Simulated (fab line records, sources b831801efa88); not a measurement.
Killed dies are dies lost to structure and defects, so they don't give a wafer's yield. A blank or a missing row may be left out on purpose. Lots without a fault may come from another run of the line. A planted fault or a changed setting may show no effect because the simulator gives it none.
fab line records | flow gf180mcu | part 1 of 2: steps 1 to 43 of 44
record lots=7 wafers=21 last_day=33
route steps=602 shown NWELL@50 LVPWELL@54 MVSD@66 MVPSD@78 VT_IMPLANT@90 PASSIVATION@602
lots that met no fault: from a run of the same line without faults
start_h: hours from the record's first day to the start of the lot's first wafer shown | wait_h: hours since the lot's step before | " the same as in the row above | L1.1+2: a row that stands for several wafers | - no value, or no start given | * or withheld: withheld | < > ~ a bound
route shown NAME@n: a module of which the file shows steps, and the number in the route of the first | usual: mean/standard deviation of fault-free wafers | same: alike in all rows | chamber/n: place in a boat | sites: the reading at each site | _std_site: their standard deviation | _edge_site: outer sites' mean less inner sites' | radius_mm: how far each site lies from the wafer's centre | mask NAME#n: copy n | behind: the tool/chamber that last shaped the wafer | hold: why the lot was held/for how many hours/how that ended | device: the transistor (n, p or np) that didn't switch | end of line: the same wafers' tests at the end of the route | a step without rows: its recipe alone | killed: dies lost to structure and defects at the first sort, not the wafer's yield | map: a wafer's dies, x killed, . not, _ none there
set.NAME: the setting as run; set.NAME@STEP: as run at that earlier step | model.NAME: the simulator's own value behind a step, which no gauge read
lots at some steps of the route; a table a step, a row a wafer
services: from which hour (start_h, from the record's first day; less than 0 if before it) a tool's chamber was out of use, for how many hours, and why
## steps
# step GF_NWELL_IMPLANT_08
# recipe species=P energy_kev=450 dose_cm2=1.5e+13 tilt_deg=0
# step GF_NWELL_IMPLANT_09
# recipe species=P energy_kev=160 dose_cm2=4e+12 tilt_deg=0
# step GF_NWELL_STRIP_10
# recipe chemistry=O2/N2 power_w=1400 pressure_mtorr=1500 platen_temp_c=250 o2_flow_sccm=3000 n2_flow_sccm=300 overash_fraction=0.5
# usual drypump_motor_current_A=5.8/0.4 heater_power_w=321/24 oes_product_au=0.722/0.0039 strip_time_to_endpoint_s=36.93/0.097
# columns lot.wafer tool chamber start_h wait_h drypump_motor_current_A heater_power_w oes_product_au rf_hours_counter_h strip_time_to_endpoint_s
L220.2 plasma_asher-02 0 65.94 0.1 6.0 322 0.718 45 37.13
L220.3 " 0 " " 6.0 323 0.721 - 36.97
L220.6 " 1 " " 5.7 348 0.717 - 37.08
L226.1 plasma_asher-02 0 91.49 0.1 6.0 321 0.726 51 36.96
L226.2 " 1 " " 5.7 361 0.716 51 36.87
L226.4 " 0 " " 6.0 331 0.714 - 36.98
L229.1 plasma_asher-04 1 104.39 0.1 5.1 282 0.723 46 36.85
L229.4 " 0 " " 6.1 315 0.719 - 36.80
L229.6 " 1 " " 5.1 283 0.718 - 36.92
L234.2 plasma_asher-02 1 132.57 0.1 5.7 351 0.725 2 36.75
L234.4 " 1 " " 5.7 348 0.719 - 36.81
L234.5 " 1 " " 5.7 361 0.723 - 36.75
L236.2 plasma_asher-02 0 142.67 0.1 6.0 307 0.716 3 37.00
L236.3 " 0 " " 6.0 309 0.726 - 37.01
L236.4 " 1 " " 5.7 348 0.724 - 37.02
L238.1 plasma_asher-02 0 153.69 0.1 6.0 301 0.732 4 36.96
L238.3 " 0 " " 6.0 308 0.712 - 36.92
L238.5 " 0 " " 6.0 299 0.723 - 36.93
L240.2 plasma_asher-04 1 164.19 0.1 5.2 279 0.719 54 36.81
L240.3 " 0 " " 6.1 315 0.720 - 36.85
L240.4 " 1 " " 5.2 285 0.721 - 36.81
# step GF_NWELL_TW_MEAS_11
# usual NWELL_TW=1566/14
# columns lot.wafer tool chamber start_h wait_h NWELL_TW
L220.2 film_metro-04 - 66.05 0.1 1573
L220.3 " - " " 1584
L220.6 " - " " 1578
L226.1 film_metro-04 - 91.59 0.1 1594
L226.2 " - " " 1591
L226.4 " - " " 1590
L229.1 film_metro-03 - 104.49 0.1 1564
L229.4 " - " " 1569
L229.6 " - " " 1576
L234.2 film_metro-03 - 132.68 0.1 1578
L234.4 " - " " 1562
L234.5 " - " " 1568
L236.2 film_metro-02 - 142.78 0.1 1546
L236.3 " - " " 1542
L236.4 " - " " 1538
L238.1 film_metro-03 - 153.79 0.1 1576
L238.3 " - " " 1578
L238.5 " - " " 1572
L240.2 film_metro-04 - 164.30 0.1 1578
L240.3 " - " " 1582
L240.4 " - " " 1571
# step GF_LVPWELL_DEHYDRATE_00
# recipe temp_c=200 time_s=60
# step GF_LVPWELL_HMDS_01
# recipe prime_time_s=60 prime_temp_c=120
# step GF_LVPWELL_COAT_02
# recipe spin_rpm=2000 resist_thk_nm=3000
# step GF_LVPWELL_SOFTBAKE_03
# recipe temp_c=110 time_s=withheld
# step GF_LVPWELL_EXPOSE_04
# recipe mask_id=LVPWELL target_cd_nm=600 na=0.6 source_shape=conventional sigma_outer=0.6 dose_mj=260
# step GF_LVPWELL_PEB_05
# recipe temp_c=115 time_s=withheld
# step GF_LVPWELL_DEVELOP_06
# recipe wall_angle_deg=90 develop_time_s=60 dev_temp_c=23
# step GF_LVPWELL_OVL_MEAS_07
# usual LVPWELL_OVL=0.8/1.3
# columns lot.wafer tool chamber start_h wait_h LVPWELL_OVL[nm]
L220.2 overlay-01 - 79.05 - 0.9
L220.3 " - " " 2.6
L220.6 " - " " 4.8
L226.1 overlay-02 - 105.19 - 0.2
L226.2 " - " " 0.6
L226.4 " - " " 0.5
L229.1 overlay-01 - 118.60 - 0.9
L229.4 " - " " 1.2
L229.6 " - " " 3.2
L234.2 overlay-02 - 147.41 - -1.4
L234.4 " - " " -0.2
L234.5 " - " " -1.1
L236.2 overlay-01 - 158.96 - 2.2
L236.3 " - " " 0.9
L236.4 " - " " -0.5
L238.1 overlay-02 - 170.04 - -0.2
L238.3 " - " " 1.2
L238.5 " - " " -1.5
L240.2 overlay-02 - 180.21 - 0.5
L240.3 " - " " 1.0
L240.4 " - " " 2.5
# step GF_LVPWELL_IMPLANT_08
# recipe species=B energy_kev=170 dose_cm2=1.5e+13 tilt_deg=0
# usual dose_ions_cm2=1.4999e+13/1.9e+10 end_station_pressure_torr=4.99e-06/2.7e-07
# same implant_ion_amu=11
# columns lot.wafer tool chamber start_h wait_h dose_ions_cm2 end_station_pressure_torr
L220.2 implanter-01 0 79.10 0.0 1.5001e+13 4.85e-06
L220.3 " 0 " " 1.498e+13 4.91e-06
L220.6 " 0 " " 1.5011e+13 5.02e-06
L226.1 implanter-01 0 105.22 0.0 1.4977e+13 4.68e-06
L226.2 " 0 " " 1.4987e+13 4.85e-06
L226.4 " 0 " " 1.5001e+13 4.99e-06
L229.1 implanter-01 0 118.64 0.0 1.5016e+13 4.83e-06
L229.4 " 0 " " 1.5014e+13 4.88e-06
L229.6 " 0 " " 1.5007e+13 5.58e-06
L229.1 implanter-01 0 118.95 0.3 1.4994e+13 5.41e-06
L229.4 " 0 " " 1.5005e+13 4.84e-06
L229.6 " 0 " " 1.5015e+13 5.24e-06
L234.2 implanter-02 0 147.46 0.0 1.4964e+13 5.05e-06
L234.4 " 0 " " 1.4978e+13 5.05e-06
L234.5 " 0 " " 1.4995e+13 4.89e-06
L234.2 implanter-02 0 147.78 0.3 1.5026e+13 4.65e-06
L234.4 " 0 " " 1.5008e+13 4.57e-06
L234.5 " 0 " " 1.5019e+13 5.06e-06
L236.2 implanter-04 0 159.01 0.0 1.5019e+13 4.74e-06
L236.3 " 0 " " 1.5021e+13 4.89e-06
L236.4 " 0 " " 1.504e+13 4.87e-06
L236.2 implanter-04 0 159.33 0.3 1.4987e+13 4.7e-06
L236.3 " 0 " " 1.4995e+13 5.21e-06
L236.4 " 0 " " 1.4999e+13 5.11e-06
L238.1 implanter-02 0 170.07 0.0 1.5029e+13 4.76e-06
L238.3 " 0 " " 1.5008e+13 5.06e-06
L238.5 " 0 " " 1.5056e+13 5.06e-06
L240.2 implanter-01 0 180.26 0.0 1.4983e+13 4.69e-06
L240.3 " 0 " " 1.4989e+13 5.02e-06
L240.4 " 0 " " 1.5001e+13 4.71e-06
# step GF_LVPWELL_IMPLANT_09
# recipe species=B energy_kev=60 dose_cm2=5e+12 tilt_deg=0
# step GF_LVPWELL_STRIP_10
# recipe chemistry=O2/N2 power_w=1400 pressure_mtorr=1500 platen_temp_c=250 o2_flow_sccm=3000 n2_flow_sccm=300 overash_fraction=0.5
# usual drypump_motor_current_A=5.9/0.48 heater_power_w=316/21 oes_product_au=0.722/0.005 strip_time_to_endpoint_s=36.99/0.099
# columns lot.wafer tool chamber start_h wait_h drypump_motor_current_A heater_power_w oes_product_au rf_hours_counter_h strip_time_to_endpoint_s
L220.2 plasma_asher-04 0 79.38 0.1 6.1 321 0.719 44 36.82
L220.3 " 1 " " 5.1 281 0.723 - 36.91
L220.6 " 0 " " 6.1 313 0.723 - 37.05
L226.1 plasma_asher-03 0 105.52 0.1 6.5 346 0.723 31 37.00
L226.2 " 1 " " 6.0 319 0.730 31 37.03
L226.4 " 0 " " 6.5 333 0.726 - 37.05
L229.1 plasma_asher-04 0 119.25 0.1 6.1 315 0.719 48 36.94
L229.4 " 1 " " 5.1 282 0.716 - 36.92
L229.6 " 1 " " 5.1 284 0.716 - 36.92
L234.2 plasma_asher-03 0 148.05 0.1 6.5 332 0.717 38 36.80
L234.4 " 1 " " 6.1 327 0.714 - 36.95
L234.5 " 1 " " 6.0 333 0.718 - 36.96
L236.2 plasma_asher-04 0 159.60 0.1 6.1 322 0.712 53 37.10
L236.3 " 1 " " 5.2 279 0.726 - 36.91
L236.4 " 0 " " 6.1 322 0.728 - 37.05
L238.1 plasma_asher-03 0 170.37 0.1 6.5 337 0.724 40 36.78
L238.3 " 1 " " 6.0 322 0.730 - 36.73
L238.5 " 0 " " 6.5 341 0.719 - 36.77
L240.2 plasma_asher-03 0 180.54 0.1 6.5 322 0.723 41 37.02
L240.3 " 1 " " 6.0 332 0.717 - 37.00
L240.4 " 0 " " 6.4 331 0.722 - 36.92
# step GF_LVPWELL_TW_MEAS_11
# usual LVPWELL_TW=556/5.7
# columns lot.wafer tool chamber start_h wait_h LVPWELL_TW
L220.2 film_metro-04 - 79.49 0.1 563
L220.3 " - " " 564
L220.6 " - " " 568
L226.1 film_metro-04 - 105.62 0.1 563
L226.2 " - " " 559
L226.4 " - " " 559
L229.1 film_metro-03 - 119.35 0.1 673
L229.4 " - " " 671
L229.6 " - " " 673
L234.2 film_metro-02 - 148.16 0.1 660
L234.4 " - " " 661
L234.5 " - " " 661
L236.2 film_metro-04 - 159.71 0.1 677
L236.3 " - " " 676
L236.4 " - " " 677
L238.1 film_metro-02 - 170.47 0.1 553
L238.3 " - " " 551
L238.5 " - " " 548
L240.2 film_metro-04 - 180.65 0.1 562
L240.3 " - " " 563
L240.4 " - " " 562
# step GF_MVSD_DEHYDRATE_00
# recipe temp_c=200 time_s=60
# step GF_MVSD_HMDS_01
# recipe prime_time_s=60 prime_temp_c=120
# step GF_MVSD_COAT_02
# recipe spin_rpm=2000 resist_thk_nm=3000
# step GF_MVSD_SOFTBAKE_03
# recipe temp_c=110 time_s=withheld
# step GF_MVSD_EXPOSE_04
# recipe mask_id=MVSD target_cd_nm=1000 na=0.6 source_shape=conventional sigma_outer=0.6 dose_mj=260
# step GF_MVSD_PEB_05
# recipe temp_c=115 time_s=withheld
# step GF_MVSD_DEVELOP_06
# recipe wall_angle_deg=90 develop_time_s=60 dev_temp_c=23
# step GF_MVSD_OVL_MEAS_07
# usual MVSD_OVL=0.3/1.5
# columns lot.wafer tool chamber start_h wait_h MVSD_OVL[nm]
L220.2 overlay-01 - 92.65 - 1.6
L220.3 " - " " -0.1
L220.6 " - " " 2.1
L226.1 overlay-01 - 120.15 - 0.3
L226.2 " - " " -0.5
L226.4 " - " " -0.9
L229.1 overlay-02 - 133.91 - -1.8
L229.4 " - " " -3.3
L229.6 " - " " -2.8
L234.2 overlay-01 - 163.41 - 1.0
L234.4 " - " " -0.7
L234.5 " - " " 1.4
L236.2 overlay-01 - 175.81 - 0.7
L236.3 " - " " -1.2
L236.4 " - " " -1.1
L238.1 overlay-01 - 185.79 - 1.1
L238.3 " - " " -0.3
L238.5 " - " " 0.7
L240.2 overlay-01 - 196.66 - -1.1
L240.3 " - " " -0.2
L240.4 " - " " 0.0
# step GF_MVSD_IMPLANT_08
# recipe species=P energy_kev=400 dose_cm2=1.6e+13 tilt_deg=0
# step GF_MVSD_IMPLANT_09
# recipe species=P energy_kev=100 dose_cm2=5e+12 tilt_deg=0
# step GF_MVSD_STRIP_10
# recipe chemistry=O2/N2 power_w=1400 pressure_mtorr=1500 platen_temp_c=250 o2_flow_sccm=3000 n2_flow_sccm=300 overash_fraction=0.5
# usual drypump_motor_current_A=5.7/0.31 heater_power_w=321/23 oes_product_au=0.722/0.0044 strip_time_to_endpoint_s=36.94/0.13
# columns lot.wafer tool chamber start_h wait_h drypump_motor_current_A heater_power_w oes_product_au rf_hours_counter_h strip_time_to_endpoint_s
L220.2 plasma_asher-02 0 92.98 0.1 6.0 327 0.721 51 36.97
L220.3 " 0 " " 6.0 326 0.722 - 36.99
L220.6 " 1 " " 5.7 358 0.717 - 36.93
L226.1 plasma_asher-02 0 120.49 0.1 6.0 306 0.722 0 37.02
L226.2 " 1 " " 5.7 350 0.717 0 37.03
L226.4 " 0 " " 6.0 304 0.725 - 37.07
L229.1 plasma_asher-02 1 134.24 0.1 5.7 362 0.725 2 36.91
L229.4 " 1 " " 5.7 340 0.715 - 36.88
L229.6 " 0 " " 6.0 310 0.716 - 36.79
L234.2 plasma_asher-02 0 163.74 0.1 6.0 303 0.720 5 36.91
L234.4 " 0 " " 6.0 310 0.724 - 36.91
L234.5 " 1 " " 5.7 342 0.720 - 36.96
L236.2 plasma_asher-02 0 176.44 0.2 6.0 308 0.722 7 37.00
L236.3 " 1 " " 5.7 345 0.717 - 36.84
L236.4 " 0 " " 6.0 308 0.727 - 36.83
L238.1 plasma_asher-04 0 186.12 0.1 6.1 325 0.720 56 37.11
L238.3 " 0 " " 6.1 317 0.726 - 37.25
L238.5 " 1 " " 5.1 286 0.721 - 37.07
L240.2 plasma_asher-01 0 196.99 0.1 5.9 318 0.717 41 37.03
L240.3 " 0 " " 5.9 329 0.721 - 36.95
L240.4 " 1 " " 5.3 319 0.723 - 36.97
# step GF_MVSD_TW_MEAS_11
# usual MVSD_TW=1568/15
# columns lot.wafer tool chamber start_h wait_h MVSD_TW
L220.2 film_metro-02 - 93.09 0.1 1562
L220.3 " - " " 1570
L220.6 " - " " 1567
L226.1 film_metro-04 - 120.59 0.1 1575
L226.2 " - " " 1579
L226.4 " - " " 1578
L229.1 film_metro-03 - 134.34 0.1 1578
L229.4 " - " " 1566
L229.6 " - " " 1576
L234.2 film_metro-02 - 163.85 0.1 1546
L234.4 " - " " 1555
L234.5 " - " " 1552
L236.2 film_metro-02 - 176.55 0.1 1553
L236.3 " - " " 1561
L236.4 " - " " 1552
L238.1 film_metro-02 - 186.22 0.1 1559
L238.3 " - " " 1548
L238.5 " - " " 1542
L240.2 film_metro-02 - 197.10 0.1 1559
L240.3 " - " " 1562
L240.4 " - " " 1560
# step GF_MVPSD_DEHYDRATE_00
# recipe temp_c=200 time_s=60
# step GF_MVPSD_HMDS_01
# recipe prime_time_s=60 prime_temp_c=120
# step GF_MVPSD_COAT_02
# recipe spin_rpm=2000 resist_thk_nm=3000
# step GF_MVPSD_SOFTBAKE_03
# recipe temp_c=110 time_s=withheld
# step GF_MVPSD_EXPOSE_04
# recipe mask_id=MVPSD target_cd_nm=1000 na=0.6 source_shape=conventional sigma_outer=0.6 dose_mj=260
# step GF_MVPSD_PEB_05
# recipe temp_c=115 time_s=withheld
# step GF_MVPSD_DEVELOP_06
# recipe wall_angle_deg=90 develop_time_s=60 dev_temp_c=23
# step GF_MVPSD_OVL_MEAS_07
# usual MVPSD_OVL=-1.1/1.4
# columns lot.wafer tool chamber start_h wait_h MVPSD_OVL[nm]
L220.2 overlay-02 - 107.46 - -1.8
L220.3 " - " " -1.1
L220.6 " - " " -1.3
L226.1 overlay-01 - 135.15 - -1.6
L226.2 " - " " -0.9
L226.4 " - " " -0.5
L229.1 overlay-01 - 149.85 - -1.0
L229.4 " - " " -3.6
L229.6 " - " " -1.6
L234.2 overlay-01 - 179.76 - 0.1
L234.4 " - " " -0.2
L234.5 " - " " -2.4
L236.2 overlay-02 - 192.81 - -1.8
L236.3 " - " " -1.1
L236.4 " - " " -2.6
L238.1 overlay-02 - 203.30 - -1.3
L238.3 " - " " -1.6
L238.5 " - " " -2.8
L240.2 overlay-02 - 214.21 - -0.8
L240.3 " - " " 2.3
L240.4 " - " " -1.6
# step GF_MVPSD_IMPLANT_08
# recipe species=B energy_kev=170 dose_cm2=1.5e+13 tilt_deg=0
# step GF_MVPSD_IMPLANT_09
# recipe species=B energy_kev=40 dose_cm2=5e+12 tilt_deg=0
# step GF_MVPSD_STRIP_10
# recipe chemistry=O2/N2 power_w=1400 pressure_mtorr=1500 platen_temp_c=250 o2_flow_sccm=3000 n2_flow_sccm=300 overash_fraction=0.5
# usual drypump_motor_current_A=6.0/0.32 heater_power_w=328/14 oes_product_au=0.722/0.0045 strip_time_to_endpoint_s=36.98/0.1
# columns lot.wafer tool chamber start_h wait_h drypump_motor_current_A heater_power_w oes_product_au rf_hours_counter_h strip_time_to_endpoint_s
L220.2 plasma_asher-02 0 107.79 0.1 6.0 327 0.723 53 37.06
L220.3 " 0 " " 6.0 316 0.727 - 37.02
L220.6 " 0 " " 6.0 318 0.722 - 37.13
L226.1 plasma_asher-03 0 135.49 0.1 6.4 336 0.716 36 36.90
L226.2 " 1 " " 6.1 327 0.727 36 36.77
L226.4 " 0 " " 6.5 336 0.724 - 36.82
L229.1 plasma_asher-02 1 150.19 0.1 5.7 346 0.729 4 37.14
L229.4 " 0 " " 6.0 308 0.728 - 37.12
L229.6 " 0 " " 6.0 303 0.731 - 37.06
L234.2 plasma_asher-03 1 180.09 0.1 6.0 331 0.717 41 36.85
L234.4 " 1 " " 6.1 326 0.725 - 36.97
L234.5 " 0 " " 6.5 329 0.721 - 36.90
L236.2 plasma_asher-01 0 193.14 0.1 5.9 333 0.723 41 37.04
L236.3 " 1 " " 5.3 313 0.719 - 36.97
L236.4 " 0 " " 5.9 320 0.729 - 37.00
L238.1 plasma_asher-03 0 203.64 0.1 6.5 337 0.726 43 37.00
L238.3 " 0 " " 6.4 332 0.728 - 37.00
L238.5 " 0 " " 6.4 332 0.717 - 37.07
L240.2 plasma_asher-03 1 214.54 0.1 6.0 324 0.719 44 37.01
L240.3 " 1 " " 6.1 327 0.718 - 37.01
L240.4 " 0 " " 6.5 328 0.721 - 37.06
# step GF_MVPSD_TW_MEAS_11
# usual MVPSD_TW=549/5.4
# columns lot.wafer tool chamber start_h wait_h MVPSD_TW
L220.2 film_metro-02 - 107.90 0.1 541
L220.3 " - " " 543
L220.6 " - " " 542
L226.1 film_metro-04 - 135.59 0.1 553
L226.2 " - " " 555
L226.4 " - " " 555
L229.1 film_metro-03 - 150.29 0.1 554
L229.4 " - " " 553
L229.6 " - " " 552
L234.2 film_metro-02 - 180.20 0.1 544
L234.4 " - " " 544
L234.5 " - " " 545
L236.2 film_metro-02 - 193.25 0.1 545
L236.3 " - " " 551
L236.4 " - " " 548
L238.1 film_metro-03 - 203.74 0.1 559
L238.3 " - " " 550
L238.5 " - " " 554
L240.2 film_metro-02 - 214.65 0.1 548
L240.3 " - " " 550
L240.4 " - " " 545
# step GF_VT_IMPLANT_DEHYDRATE_00
# recipe temp_c=200 time_s=60
# step GF_VT_IMPLANT_HMDS_01
# recipe prime_time_s=60 prime_temp_c=120
# step GF_VT_IMPLANT_RS_MEAS_48
# recipe thk_meas_gauge=four-point-probe
# usual LVPWELL_RS=1197/3.4
# columns lot.wafer tool chamber start_h wait_h LVPWELL_RS[ohm/sq]
L220.2 film_metro-03 - 169.24 0.1 1199
L220.3 " - " " 1193
L220.6 " - " " 1195
L226.1 film_metro-02 - 200.24 0.1 1195
L226.2 " - " " 1200
L226.4 " - " " 1198
L229.1 film_metro-02 - 216.01 0.1 840
L229.4 " - " " 840
L229.6 " - " " 837
L234.2 film_metro-04 - 250.71 0.1 839
L234.4 " - " " 836
L234.5 " - " " 840
L236.2 film_metro-02 - 265.46 0.1 839
L236.3 " - " " 837
L236.4 " - " " 836
L238.1 film_metro-04 - 277.52 0.1 1194
L238.3 " - " " 1196
L238.5 " - " " 1193
L240.2 film_metro-04 - 290.71 0.1 1199
L240.3 " - " " 1200
L240.4 " - " " 1200
## key
first_sign step=GF_LVPWELL_IMPLANT_08 reading=visit direction=added
effect step=GF_LVPWELL_TW_MEAS_11 reading=LVPWELL_TW direction=up sigmas=20 usual=556 struck=670
effect step=GF_VT_IMPLANT_RS_MEAS_48 reading=LVPWELL_RS direction=down sigmas=99+ usual=1197 struck=838
model_effect step=GF_PASSIVATION_PROBE_99 value=etest.pwell_in_dnwell.line_ohm_um without=3959 struck=2254
met_at GF_LVPWELL_IMPLANT_08
struck_wafers L229.1,L229.4,L229.6,L234.2,L234.4,L234.5,L236.2,L236.3,L236.4
tester_left_out L229,L234,L236
fault kind=repeated_step_whole tool=implanter-01,implanter-02,implanter-04 chamber=- onset_h=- steps=GF_LVPWELL_IMPLANT_08 times=1 scope=struck_lots_only
# tester_left_out: of these lots the tester's yield and bins aren't shown, on N5 and GAA mostly nor the transistor test; their killed dies are dies lost to structure and defects alone, not to doping, threshold or leakage, so they don't give the yield
